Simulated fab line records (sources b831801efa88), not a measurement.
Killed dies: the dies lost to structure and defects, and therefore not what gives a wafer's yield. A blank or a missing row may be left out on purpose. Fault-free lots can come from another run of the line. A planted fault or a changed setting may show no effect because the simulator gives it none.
fab line records -- flow gf180mcu -- part 1 of 2: steps 1 to 23 of 32
[record] lots = 5, wafers = 15, last-day = 33
route steps=602 shown V5@551 TOP_METAL@567
lots that met no fault: taken from a fault-free run of the same line
start-h: the number of hours between the record's first day and the start of the first shown wafer of the lot -- wait-h: how many hours have passed since the lot's step before this one -- " repeats the value in the row above -- L1.1+2: several wafers, shown together as one row -- - either no value or no given start -- * or withheld: withheld -- < > ~ a bound
route shown NAME@n: a module of which the file shows steps, and the number in the route of the first -- usual: the fault-free wafers' mean and standard deviation -- same: alike in all rows -- chamber/n: place in a boat -- sites: the reading at each site -- _std_site: how widely they spread, as a standard deviation -- _edge_site: outer sites' mean less inner sites' -- radius-mm: for every site, how far away it sits from the centre of the wafer -- mask NAME#n: copy n -- behind: the most recent tool/chamber to have shaped the wafer -- hold: reason for holding the lot/hours on hold/outcome of the hold -- device: which transistor (n, p or np) failed to switch -- end of line: the same wafers' tests at the end of the route -- a step given without rows: its recipe and nothing more -- killed: at the first sort, the dies lost to defects and structure; wafer yield is something else -- map: dies across one wafer; x = killed, . = not, _ = none there
set.NAME: the setting that was run; set.NAME@STEP: the one run at that earlier step -- model.NAME: the simulator's own value behind a step, which no gauge read
lots at selected steps of the route; one table per step, one row per wafer
services: a tool's chamber out of use, with start hour (start-h, from the record's first day; less than 0 if before it), hours out, and reason
[[steps]]
[step GF_V5_EXPOSE_11]
[recipe] mask-id = Via5, target-cd-nm = 260, na = 0.68, source-shape = conventional, sigma-outer = 0.6, dose-mj = 38
[usual] focus-offset-nm = -0.1/0.55
[same] na = 0.68
lot.wafer,tool,chamber,start-h,wait-h,mask,focus-offset-nm
L081.2,krf-scanner-01,0,-,-,Via5#0,0.4
L081.3,krf-scanner-01,0,-,-,Via5#0,0.0
L081.6,krf-scanner-01,0,-,-,Via5#0,0.5
L085.1,krf-scanner-01,0,-,-,Via5#0,-0.1
L085.3,krf-scanner-01,0,-,-,Via5#0,0.0
L085.5,krf-scanner-01,0,-,-,Via5#0,-0.2
L089.3,krf-scanner-01,0,-,-,Via5#0,-0.7
L089.4,krf-scanner-01,0,-,-,Via5#0,0.3
L089.5,krf-scanner-01,0,-,-,Via5#0,0.4
L090.3,krf-scanner-01,0,-,-,Via5#0,-0.1
L090.4,krf-scanner-01,0,-,-,Via5#0,-0.5
L090.6,krf-scanner-01,0,-,-,Via5#0,0.0
L092.1,krf-scanner-02,0,-,-,Via5#0,-0.7
L092.2,krf-scanner-02,0,-,-,Via5#0,-0.5
L092.4,krf-scanner-02,0,-,-,Via5#0,-0.4
[step GF_V5_PEB_12]
[recipe] peb-temp-c = 135, peb-time-s = 90, resist = KrF
[usual] exhaust-pa = 45.2/0.96, heater-power-total-W = 85.69/0.081, plate-temp-C = 135.04/0.16
lot.wafer,tool,chamber,start-h,wait-h,exhaust-pa,heater-power-total-W,plate-temp-C
L081.2,litho-track-02,0,-,-,43.6,85.83,134.89
L081.3,litho-track-02,0,-,-,45.7,85.82,134.89
L081.6,litho-track-02,0,-,-,45.7,85.52,134.90
L085.1,litho-track-02,0,-,-,45.4,85.78,134.97
L085.3,litho-track-02,0,-,-,46.6,85.66,135.09
L085.5,litho-track-02,0,-,-,44.0,85.82,134.97
L089.3,litho-track-02,0,-,-,43.9,85.69,135.35
L089.4,litho-track-02,0,-,-,44.3,85.73,135.16
L089.5,litho-track-02,0,-,-,45.2,85.58,135.16
L090.3,litho-track-02,0,-,-,44.5,85.83,135.18
L090.4,litho-track-02,0,-,-,44.4,85.60,135.07
L090.6,litho-track-02,0,-,-,44.4,85.65,135.31
L092.1,litho-track-04,0,-,-,45.6,85.71,135.12
L092.2,litho-track-04,0,-,-,45.2,85.73,135.22
L092.4,litho-track-04,0,-,-,44.8,85.71,135.36
[step GF_V5_DEVELOP_13]
[recipe] develop-time-s = 60, resist = KrF, dev-temp-c = 21
[usual] exhaust-pa = 45.0/0.85
lot.wafer,tool,chamber,start-h,wait-h,exhaust-pa
L081.2,litho-track-02,0,683.28,0.2,44.7
L081.3,litho-track-02,0,683.28,0.2,44.8
L081.6,litho-track-02,0,683.28,0.2,46.9
L085.1,litho-track-02,0,710.86,0.2,44.9
L085.3,litho-track-02,0,710.86,0.2,44.9
L085.5,litho-track-02,0,710.86,0.2,45.4
L089.3,litho-track-02,0,734.86,0.1,44.2
L089.4,litho-track-02,0,734.86,0.1,43.4
L089.5,litho-track-02,0,734.86,0.1,42.2
L090.3,litho-track-02,0,738.81,0.1,44.7
L090.4,litho-track-02,0,738.81,0.1,45.1
L090.6,litho-track-02,0,738.81,0.1,44.1
L092.1,litho-track-04,0,756.57,0.2,45.6
L092.2,litho-track-04,0,756.57,0.2,44.3
L092.4,litho-track-04,0,756.57,0.2,45.1
[step GF_V5_CD_MEAS_14]
[recipe] target-cd-nm = 260
[usual] cd-nm = 260.1/1.2
lot.wafer,tool,chamber,start-h,wait-h,cd-nm
L081.2,cd-sem-01,-,683.43,0.1,260.9
L081.3,cd-sem-01,-,683.43,0.1,260.4
L081.6,cd-sem-01,-,683.43,0.1,261.9
L085.1,cd-sem-02,-,711.01,0.1,257.9
L085.3,cd-sem-02,-,711.01,0.1,257.6
L085.5,cd-sem-02,-,711.01,0.1,257.6
L089.3,cd-sem-02,-,735.00,0.1,259.7
L089.4,cd-sem-02,-,735.00,0.1,260.4
L089.5,cd-sem-02,-,735.00,0.1,260.5
L090.3,cd-sem-02,-,738.95,0.1,258.5
L090.4,cd-sem-02,-,738.95,0.1,259.8
L090.6,cd-sem-02,-,738.95,0.1,260.8
L092.1,cd-sem-02,-,756.72,0.1,260.0
L092.2,cd-sem-02,-,756.72,0.1,261.0
L092.4,cd-sem-02,-,756.72,0.1,259.9
[step GF_V5_OVL_MEAS_15]
[usual] V5_OVL = -4/6.1
lot.wafer,tool,chamber,start-h,wait-h,V5_OVL[nm]
L081.2,overlay-02,-,683.53,0.1,-1
L081.3,overlay-02,-,683.53,0.1,-8
L081.6,overlay-02,-,683.53,0.1,-2
L085.1,overlay-02,-,711.13,0.1,1
L085.3,overlay-02,-,711.13,0.1,5
L085.5,overlay-02,-,711.13,0.1,-1
L089.3,overlay-01,-,735.09,0.1,1
L089.4,overlay-01,-,735.09,0.1,-3
L089.5,overlay-01,-,735.09,0.1,-5
L090.3,overlay-02,-,739.04,0.1,-3
L090.4,overlay-02,-,739.04,0.1,-1
L090.6,overlay-02,-,739.04,0.1,-5
L092.1,overlay-02,-,756.84,0.1,-10
L092.2,overlay-02,-,756.84,0.1,0
L092.4,overlay-02,-,756.84,0.1,-8
[step GF_V5_ETCH_16]
[recipe] chemistry = N2/H2, target-depth-a = withheld, overetch-a = withheld, time-s = withheld, target = BARC, ion-energy-ev = 200, source-w = 500, bias-w = 100, pressure-mtorr = 30, n2-flow-sccm = 100, h2-flow-sccm = 200
[usual] drypump-motor-current-A = 5.6/0.49, n2-flow-sccm = 99.98/0.29, oes-product-au = 0.854/0.0043, throttle-valve-pct = 13.225/0.0093
lot.wafer,tool,chamber,start-h,wait-h,drypump-motor-current-A,n2-flow-sccm,oes-product-au,throttle-valve-pct
L081.2,rie-diel-02,2,683.56,0.0,6.8,99.94,0.854,13.225
L081.3,rie-diel-02,0,683.56,0.0,5.4,99.64,0.858,13.221
L081.6,rie-diel-02,0,683.56,0.0,5.4,100.11,0.849,13.231
L085.1,rie-diel-01,1,711.16,0.0,5.2,99.93,0.856,13.233
L085.3,rie-diel-01,0,711.16,0.0,6.2,99.46,0.853,13.206
L085.5,rie-diel-01,1,711.16,0.0,5.2,100.18,0.852,13.234
L089.3,rie-diel-04,2,735.11,0.0,5.5,100.11,0.848,13.215
L089.4,rie-diel-04,2,735.11,0.0,5.5,99.73,0.851,13.219
L089.5,rie-diel-04,1,735.11,0.0,5.5,100.15,0.845,13.240
L090.3,rie-diel-02,1,739.06,0.0,5.0,100.16,0.857,13.240
L090.4,rie-diel-02,0,739.06,0.0,5.4,100.17,0.847,13.237
L090.6,rie-diel-02,1,739.06,0.0,5.0,100.13,0.859,13.226
L092.1,rie-diel-01,0,756.88,0.0,6.3,100.06,0.850,13.230
L092.2,rie-diel-01,1,756.88,0.0,5.2,100.13,0.862,13.231
L092.4,rie-diel-01,2,756.88,0.0,5.7,99.92,0.854,13.219
[step GF_V5_ETCH_17]
[recipe] chemistry = C4F8/O2/Ar, mask-material = KrF, target = SiO2, stop-on = TiN, source-w = 1500, bias-w = 1200, pressure-mtorr = 40, c4f8-flow-sccm = withheld, O2_flow_sccm = 6, Ar_flow_sccm = 300, time-s = withheld, target-depth-a = 8550
[usual] oes-product-au = 0.860/0.0045
lot.wafer,tool,chamber,start-h,wait-h,oes-product-au
L081.2,rie-diel-02,2,-,-,0.853
L081.3,rie-diel-02,0,-,-,0.855
L081.6,rie-diel-02,0,-,-,0.860
L085.1,rie-diel-01,1,-,-,0.858
L085.3,rie-diel-01,0,-,-,0.859
L085.5,rie-diel-01,1,-,-,0.863
L089.3,rie-diel-04,2,-,-,0.856
L089.4,rie-diel-04,2,-,-,0.861
L089.5,rie-diel-04,1,-,-,0.862
L090.3,rie-diel-02,1,-,-,0.869
L090.4,rie-diel-02,0,-,-,0.869
L090.6,rie-diel-02,1,-,-,0.863
L092.1,rie-diel-01,0,-,-,0.865
L092.2,rie-diel-01,1,-,-,0.862
L092.4,rie-diel-01,2,-,-,0.862
[step GF_V5_STRIP_18]
[recipe] chemistry = O2/N2, power-w = 1400, pressure-mtorr = 1500, platen-temp-c = 250, o2-flow-sccm = 3000, n2-flow-sccm = 300, overash-fraction = 0.5
[usual] drypump-motor-current-A = 5.3/0.53, heater-power-w = 339/46, n2-flow-sccm = 299.9/0.89, oes-product-au = 0.568/0.0051
lot.wafer,tool,chamber,start-h,wait-h,drypump-motor-current-A,heater-power-w,n2-flow-sccm,oes-product-au,rf-hours-counter-h
L081.2,plasma-asher-04,1,683.72,-,4.9,325,301.0,0.565,107
L081.3,plasma-asher-04,1,683.72,-,4.9,325,301.2,0.562,-
L081.6,plasma-asher-04,0,683.72,-,6.5,299,299.8,0.568,-
L085.1,plasma-asher-01,0,711.32,-,5.7,436,299.2,0.567,91
L085.3,plasma-asher-01,0,711.32,-,5.7,446,298.3,0.561,-
L085.5,plasma-asher-01,1,711.32,-,5.7,279,300.1,0.567,-
L089.3,plasma-asher-03,0,735.30,-,5.0,342,300.7,0.573,-
L089.4,plasma-asher-03,1,735.30,-,5.0,346,300.3,0.568,-
L089.5,plasma-asher-03,0,735.30,-,5.0,333,299.0,0.571,-
L090.3,plasma-asher-03,0,739.25,-,5.0,334,301.4,0.570,-
L090.4,plasma-asher-03,1,739.25,-,5.0,350,299.7,0.568,-
L090.6,plasma-asher-03,0,739.25,-,5.0,327,300.9,0.571,-
L092.1,plasma-asher-03,0,757.03,-,5.0,331,300.9,0.571,36
L092.2,plasma-asher-03,1,757.03,-,5.0,342,298.4,0.559,36
L092.4,plasma-asher-03,0,757.03,-,5.0,322,298.6,0.570,-
[step GF_V5_STRIP_19]
[recipe] chemistry = post-etch-residue-remover, time-s = 1200, temp-c = 72.5
[usual] temp-c = 72.51/0.13
[same] time-s = 1200
lot.wafer,tool,chamber,start-h,wait-h,temp-c
L081.2,wet-bench-01,3,683.82,0.1,72.42
L081.3,wet-bench-01,3,683.82,0.1,72.40
L081.6,wet-bench-01,3,683.82,0.1,72.59
L085.1,wet-bench-02,2,711.42,0.1,72.48
L085.3,wet-bench-02,2,711.42,0.1,72.29
L085.5,wet-bench-02,2,711.42,0.1,72.41
L089.3,wet-bench-03,1,735.37,0.0,72.40
L089.4,wet-bench-03,1,735.37,0.0,72.35
L089.5,wet-bench-03,1,735.37,0.0,72.28
L090.3,wet-bench-01,1,739.32,0.0,72.55
L090.4,wet-bench-01,1,739.32,0.0,72.69
L090.6,wet-bench-01,1,739.32,0.0,72.56
L092.1,wet-bench-01,3,757.13,0.1,72.56
L092.2,wet-bench-01,3,757.13,0.1,72.72
L092.4,wet-bench-01,3,757.13,0.1,72.40
[step GF_V5_CLEAN_20]
[recipe] chemistry = DIW, dry = n2-spin
lot.wafer,tool,chamber,start-h,wait-h
L081.2+3+6,wet-bench-03,0,684.16,0.0
L085.1+3+5,wet-bench-03,3,711.76,0.0
L089.3+4+5,wet-bench-02,1,735.71,0.0
L090.3+4+6,wet-bench-02,3,739.66,0.0
L092.1+2+4,wet-bench-02,0,757.47,0.0
[step GF_V5_SPUTTER_21]
[recipe] material = Ti, target-thk-nm = 15, chamber-pressure-pa = 5, power-w = 2500, substrate-temp-c = 200, time-s = 80.02
[usual] throttle-valve-pct = 30.1/1.3
[same] time-s = 80.02
lot.wafer,tool,chamber,start-h,wait-h,throttle-valve-pct
L081.2,pvd-sputter-02,-,684.25,0.0,32.6
L081.3,pvd-sputter-02,-,684.25,0.0,28.9
L081.6,pvd-sputter-02,-,684.25,0.0,29.3
L085.1,pvd-sputter-04,-,711.86,0.0,29.9
L085.3,pvd-sputter-04,-,711.86,0.0,31.0
L085.5,pvd-sputter-04,-,711.86,0.0,28.8
L089.3,pvd-sputter-01,-,735.80,0.0,30.9
L089.4,pvd-sputter-01,-,735.80,0.0,30.0
L089.5,pvd-sputter-01,-,735.80,0.0,30.9
L090.3,pvd-sputter-04,-,739.75,0.0,30.9
L090.4,pvd-sputter-04,-,739.75,0.0,31.0
L090.6,pvd-sputter-04,-,739.75,0.0,29.5
L092.1,pvd-sputter-04,-,757.57,0.0,30.0
L092.2,pvd-sputter-04,-,757.57,0.0,30.8
L092.4,pvd-sputter-04,-,757.57,0.0,29.1
[step GF_V5_SPUTTER_22]
[recipe] material = TiN, target-thk-nm = 10, chamber-pressure-pa = 5, power-w = 4000, time-s = 40
[usual] throttle-valve-pct = 30.1/1.3
[same] time-s = 40
lot.wafer,tool,chamber,start-h,wait-h,throttle-valve-pct
L081.2,pvd-sputter-02,-,684.31,0.0,32.2
L081.3,pvd-sputter-02,-,684.31,0.0,28.8
L081.6,pvd-sputter-02,-,684.31,0.0,29.4
L085.1,pvd-sputter-04,-,711.92,0.0,29.8
L085.3,pvd-sputter-04,-,711.92,0.0,30.8
L085.5,pvd-sputter-04,-,711.92,0.0,28.8
L089.3,pvd-sputter-01,-,735.86,0.0,31.0
L089.4,pvd-sputter-01,-,735.86,0.0,29.6
L089.5,pvd-sputter-01,-,735.86,0.0,30.8
L090.3,pvd-sputter-04,-,739.81,0.0,31.2
L090.4,pvd-sputter-04,-,739.81,0.0,31.0
L090.6,pvd-sputter-04,-,739.81,0.0,29.2
L092.1,pvd-sputter-04,-,757.63,0.0,30.0
L092.2,pvd-sputter-04,-,757.63,0.0,30.8
L092.4,pvd-sputter-04,-,757.63,0.0,29.3
[step GF_V5_CVD_23]
[recipe] material = W, target-thk-nm = 350, time-s = 104.9, temp-c = 400, pressure-torr = 40
[usual] heater-power-w = 883/42
[same] time-s = 104.9
lot.wafer,tool,chamber,start-h,wait-h,heater-power-w
L081.2,cvd-w-02,0,684.35,0.0,847
L081.3,cvd-w-02,0,684.35,0.0,832
L081.6,cvd-w-02,1,684.35,0.0,831
L085.1,cvd-w-02,1,711.96,0.0,835
L085.3,cvd-w-02,0,711.96,0.0,851
L085.5,cvd-w-02,1,711.96,0.0,852
L089.3,cvd-w-01,0,735.94,0.1,925
L089.4,cvd-w-01,1,735.94,0.1,916
L089.5,cvd-w-01,0,735.94,0.1,945
L090.3,cvd-w-01,1,739.89,0.1,887
L090.4,cvd-w-01,0,739.89,0.1,922
L090.6,cvd-w-01,1,739.89,0.1,872
L092.1,cvd-w-02,1,757.67,0.0,837
L092.2,cvd-w-02,0,757.67,0.0,834
L092.4,cvd-w-02,1,757.67,0.0,825
[step GF_V5_RS_MEAS_24]
[recipe] thk-meas-gauge = four-point-probe, reads = W_of_V5_CVD_23+TiN_of_V5_SPUTTER_22+Ti_of_V5_SPUTTER_21
[usual] V5_W_RS = 0.328/0.0033
lot.wafer,tool,chamber,start-h,wait-h,V5_W_RS[ohm/sq]
L081.2,film-metro-02,-,684.48,0.1,0.325
L081.3,film-metro-02,-,684.48,0.1,0.324
L081.6,film-metro-02,-,684.48,0.1,0.329
L085.1,film-metro-01,-,712.11,0.1,0.331
L085.3,film-metro-01,-,712.11,0.1,0.322
L085.5,film-metro-01,-,712.11,0.1,0.331
L089.3,film-metro-04,-,736.05,0.1,0.327
L089.4,film-metro-04,-,736.05,0.1,0.323
L089.5,film-metro-04,-,736.05,0.1,0.329
L090.3,film-metro-01,-,740.03,0.1,0.320
L090.4,film-metro-01,-,740.03,0.1,0.329
L090.6,film-metro-01,-,740.03,0.1,0.324
L092.1,film-metro-04,-,757.78,0.1,0.327
L092.2,film-metro-04,-,757.78,0.1,0.329
L092.4,film-metro-04,-,757.78,0.1,0.327
[step GF_V5_THK_MEAS_25]
[recipe] thk-meas-gauge = xrf, reads = W_of_V5_CVD_23
[usual] V5_W_THK = 340/6.4
lot.wafer,tool,chamber,start-h,wait-h,V5_W_THK[nm]
L081.2,film-metro-02,-,684.59,0.1,348
L081.3,film-metro-02,-,684.59,0.1,347
L081.6,film-metro-02,-,684.59,0.1,345
L085.1,film-metro-01,-,712.23,0.1,332
L085.3,film-metro-01,-,712.23,0.1,338
L085.5,film-metro-01,-,712.23,0.1,331
L089.3,film-metro-04,-,736.15,0.1,347
L089.4,film-metro-04,-,736.15,0.1,353
L089.5,film-metro-04,-,736.15,0.1,344
L090.3,film-metro-01,-,740.13,0.1,342
L090.4,film-metro-01,-,740.13,0.1,334
L090.6,film-metro-01,-,740.13,0.1,337
L092.1,film-metro-04,-,757.90,0.1,346
L092.2,film-metro-04,-,757.90,0.1,343
L092.4,film-metro-04,-,757.90,0.1,346
[step GF_V5_CMP_26]
[recipe] stop-on = SiO2, down-force-psi = 3.5, platen-rpm = 60, t-overpolish-s = 15, target-thk-nm = 0, pad-velocity-m-s = 0.94248
[usual] motor-current-A = 10.5/0.91, overpolish-run-s = 15.001/0.0099, slurry-flow-ml-min = 150.0/0.45, time-to-endpoint-s = 85.1/3
lot.wafer,tool,chamber,start-h,wait-h,motor-current-A,overpolish-run-s,slurry-flow-ml-min,time-to-endpoint-s
L081.3,cmp-02,1,684.64,0.0,9.7,14.982,150.8,81.1
L081.2,cmp-02,2,684.64,0.0,10.5,14.998,149.8,81.9
L081.6,cmp-02,2,684.64,0.0,10.9,15.000,150.1,83.0
L085.1,cmp-01,0,712.29,0.1,10.2,14.993,150.5,87.0
L085.3,cmp-01,2,712.29,0.1,11.5,15.006,150.1,88.8
L085.5,cmp-01,0,712.29,0.1,10.0,14.991,149.8,87.5
L089.3,cmp-02,1,736.24,0.1,9.8,15.010,149.3,86.2
L089.4,cmp-02,2,736.24,0.1,10.8,14.985,149.6,85.4
L089.5,cmp-02,0,736.24,0.1,9.0,14.994,150.1,84.8
L090.3,cmp-02,1,740.17,0.0,9.3,15.004,149.1,85.8
L090.4,cmp-02,3,740.17,0.0,9.4,15.000,150.1,88.2
L090.6,cmp-02,1,740.17,0.0,9.8,14.997,149.5,88.0
L092.1,cmp-01,1,757.96,0.1,12.1,15.012,150.3,87.7
L092.4,cmp-01,2,757.96,0.1,11.8,15.016,149.5,89.0
L092.2,cmp-01,3,757.96,0.1,12.0,15.000,149.8,86.4
[step GF_TOP_METAL_SPUTTER_00]
[recipe] material = Ti, target-thk-nm = 37.5, arriving-ion-energy-ev = 80, substrate-temp-c = 200, chamber-pressure-pa = 2, power-w = 4000, time-s = 150
[usual] throttle-valve-pct = 30.0/1.1
[same] time-s = 150
lot.wafer,tool,chamber,start-h,wait-h,throttle-valve-pct
L081.2,pvd-sputter-03,-,684.94,0.2,29.4
L081.3,pvd-sputter-03,-,684.94,0.2,30.6
L081.6,pvd-sputter-03,-,684.94,0.2,30.5
L085.1,pvd-sputter-04,-,712.59,0.2,31.0
L085.3,pvd-sputter-04,-,712.59,0.2,30.0
L085.5,pvd-sputter-04,-,712.59,0.2,29.2
L089.3,pvd-sputter-03,-,736.49,0.2,29.6
L089.4,pvd-sputter-03,-,736.49,0.2,29.6
L089.5,pvd-sputter-03,-,736.49,0.2,30.2
L090.3,pvd-sputter-04,-,740.47,0.2,29.1
L090.4,pvd-sputter-04,-,740.47,0.2,29.0
L090.6,pvd-sputter-04,-,740.47,0.2,30.1
L092.1,pvd-sputter-03,-,758.26,0.2,30.3
L092.2,pvd-sputter-03,-,758.26,0.2,29.4
L092.4,pvd-sputter-03,-,758.26,0.2,30.6
[step GF_TOP_METAL_SPUTTER_01]
[recipe] material = TiN, target-thk-nm = 30, power-w = 6500, time-s = 25, chamber-pressure-pa = 0.4
[usual] throttle-valve-pct = 30.0/1.2
[same] time-s = 25
lot.wafer,tool,chamber,start-h,wait-h,throttle-valve-pct
L081.2,pvd-sputter-03,-,685.05,0.1,29.6
L081.3,pvd-sputter-03,-,685.05,0.1,30.8
L081.6,pvd-sputter-03,-,685.05,0.1,31.0
L085.1,pvd-sputter-04,-,712.69,0.1,30.8
L085.3,pvd-sputter-04,-,712.69,0.1,30.2
L085.5,pvd-sputter-04,-,712.69,0.1,29.2
L089.3,pvd-sputter-03,-,736.60,0.1,29.5
L089.4,pvd-sputter-03,-,736.60,0.1,29.4
L089.5,pvd-sputter-03,-,736.60,0.1,30.2
L090.3,pvd-sputter-04,-,746.21,5.7,29.1
L090.4,pvd-sputter-04,-,746.21,5.7,29.2
L090.6,pvd-sputter-04,-,746.21,5.7,29.8
L092.1,pvd-sputter-03,-,758.36,0.1,30.1
L092.2,pvd-sputter-03,-,758.36,0.1,29.6
L092.4,pvd-sputter-03,-,758.36,0.1,30.5
[step GF_TOP_METAL_SPUTTER_02]
[recipe] material = AlCu, target-thk-nm = 900, power-w = 10600, chamber-pressure-pa = 0.3, substrate-temp-c = 250, gas = Ar, time-s = 47.82
[usual] throttle-valve-pct = 30.0/1.1
[same] time-s = 47.82
lot.wafer,tool,chamber,start-h,wait-h,throttle-valve-pct
L081.2,pvd-sputter-03,-,685.08,0.0,29.3
L081.3,pvd-sputter-03,-,685.08,0.0,30.7
L081.6,pvd-sputter-03,-,685.08,0.0,30.7
L085.1,pvd-sputter-04,-,712.72,0.0,30.8
L085.3,pvd-sputter-04,-,712.72,0.0,30.2
L085.5,pvd-sputter-04,-,712.72,0.0,29.2
L089.3,pvd-sputter-03,-,736.63,0.0,29.8
L089.4,pvd-sputter-03,-,736.63,0.0,29.6
L089.5,pvd-sputter-03,-,736.63,0.0,30.3
L090.3,pvd-sputter-04,-,746.25,0.0,28.9
L090.4,pvd-sputter-04,-,746.25,0.0,28.8
L090.6,pvd-sputter-04,-,746.25,0.0,29.6
L092.1,pvd-sputter-03,-,758.39,0.0,30.1
L092.2,pvd-sputter-03,-,758.39,0.0,29.5
L092.4,pvd-sputter-03,-,758.39,0.0,31.0
[step GF_TOP_METAL_SPUTTER_03]
[recipe] material = Ti, target-thk-nm = 5, substrate-temp-c = 300, chamber-pressure-pa = 0.3, power-w = 3000, time-s = 3.3
[usual] throttle-valve-pct = 30.0/1.1
[same] time-s = 3.3
lot.wafer,tool,chamber,start-h,wait-h,throttle-valve-pct
L081.2,pvd-sputter-03,-,685.13,0.0,29.5
L081.3,pvd-sputter-03,-,685.13,0.0,30.7
L081.6,pvd-sputter-03,-,685.13,0.0,30.7
L085.1,pvd-sputter-04,-,712.76,0.0,30.9
L085.3,pvd-sputter-04,-,712.76,0.0,29.9
L085.5,pvd-sputter-04,-,712.76,0.0,29.4
L089.3,pvd-sputter-03,-,736.68,0.0,29.7
L089.4,pvd-sputter-03,-,736.68,0.0,29.4
L089.5,pvd-sputter-03,-,736.68,0.0,30.1
L090.3,pvd-sputter-04,-,746.29,0.0,29.1
L090.4,pvd-sputter-04,-,746.29,0.0,29.3
L090.6,pvd-sputter-04,-,746.29,0.0,29.9
L092.1,pvd-sputter-03,-,758.43,0.0,30.3
L092.2,pvd-sputter-03,-,758.43,0.0,29.5
L092.4,pvd-sputter-03,-,758.43,0.0,30.6
[step GF_TOP_METAL_SPUTTER_04]
[recipe] material = TiN, target-thk-nm = 25, power-w = 6500, time-s = 20.8, chamber-pressure-pa = 0.4
[usual] throttle-valve-pct = 30.0/1.2
[same] time-s = 20.8
lot.wafer,tool,chamber,start-h,wait-h,throttle-valve-pct
L081.2,pvd-sputter-03,-,685.15,0.0,29.4
L081.3,pvd-sputter-03,-,685.15,0.0,30.8
L081.6,pvd-sputter-03,-,685.15,0.0,30.8
L085.1,pvd-sputter-04,-,712.78,0.0,31.0
L085.3,pvd-sputter-04,-,712.78,0.0,29.5
L085.5,pvd-sputter-04,-,712.78,0.0,29.0
L089.3,pvd-sputter-03,-,736.70,0.0,30.0
L089.4,pvd-sputter-03,-,736.70,0.0,29.6
L089.5,pvd-sputter-03,-,736.70,0.0,30.2
L090.3,pvd-sputter-04,-,746.31,0.0,28.9
L090.4,pvd-sputter-04,-,746.31,0.0,28.9
L090.6,pvd-sputter-04,-,746.31,0.0,29.8
L092.1,pvd-sputter-03,-,758.45,0.0,29.9
L092.2,pvd-sputter-03,-,758.45,0.0,29.4
L092.4,pvd-sputter-03,-,758.45,0.0,30.6
[step GF_TOP_METAL_RS_MEAS_05]
[recipe] thk-meas-gauge = four-point-probe, reads = TiN_of_TOP_METAL_SPUTTER_04+Ti_of_TOP_METAL_SPUTTER_03+AlCu_of_TOP_METAL_SPUTTER_02+TiN_of_TOP_METAL_SPUTTER_01+Ti_of_TOP_METAL_SPUTTER_00
[usual] TOP_METAL_ALCU_RS = 0.03275/0.00029
lot.wafer,tool,chamber,start-h,wait-h,TOP_METAL_ALCU_RS[ohm/sq]
L081.2,film-metro-03,-,685.20,0.0,0.03301
L081.3,film-metro-03,-,685.20,0.0,0.03271
L081.6,film-metro-03,-,685.20,0.0,0.03285
L085.1,film-metro-04,-,712.81,0.0,0.03248
L085.3,film-metro-04,-,712.81,0.0,0.03252
L085.5,film-metro-04,-,712.81,0.0,0.03256
L089.3,film-metro-04,-,736.77,0.1,0.03287
L089.4,film-metro-04,-,736.77,0.1,0.03287
L089.5,film-metro-04,-,736.77,0.1,0.03292
L090.3,film-metro-04,-,746.38,0.1,0.03337
L090.4,film-metro-04,-,746.38,0.1,0.03315
L090.6,film-metro-04,-,746.38,0.1,0.0335
L092.1,film-metro-03,-,758.48,0.0,0.03293
L092.2,film-metro-03,-,758.48,0.0,0.03257
L092.4,film-metro-03,-,758.48,0.0,0.03268
[step GF_TOP_METAL_THK_MEAS_06]
[recipe] thk-meas-gauge = xrf, reads = AlCu_of_TOP_METAL_SPUTTER_02
[usual] TOP_METAL_ALCU_THK = 899/9.7
lot.wafer,tool,chamber,start-h,wait-h,TOP_METAL_ALCU_THK[nm]
L081.2,film-metro-03,-,685.31,0.1,889
L081.3,film-metro-03,-,685.31,0.1,894
L081.6,film-metro-03,-,685.31,0.1,889
L085.1,film-metro-04,-,712.93,0.1,914
L085.3,film-metro-04,-,712.93,0.1,914
L085.5,film-metro-04,-,712.93,0.1,915
L089.3,film-metro-04,-,736.87,0.1,895
L089.4,film-metro-04,-,736.87,0.1,892
L089.5,film-metro-04,-,736.87,0.1,895
L090.3,film-metro-04,-,746.48,0.1,889
L090.4,film-metro-04,-,746.48,0.1,894
L090.6,film-metro-04,-,746.48,0.1,887
L092.1,film-metro-03,-,758.60,0.1,889
L092.2,film-metro-03,-,758.60,0.1,895
L092.4,film-metro-03,-,758.60,0.1,895
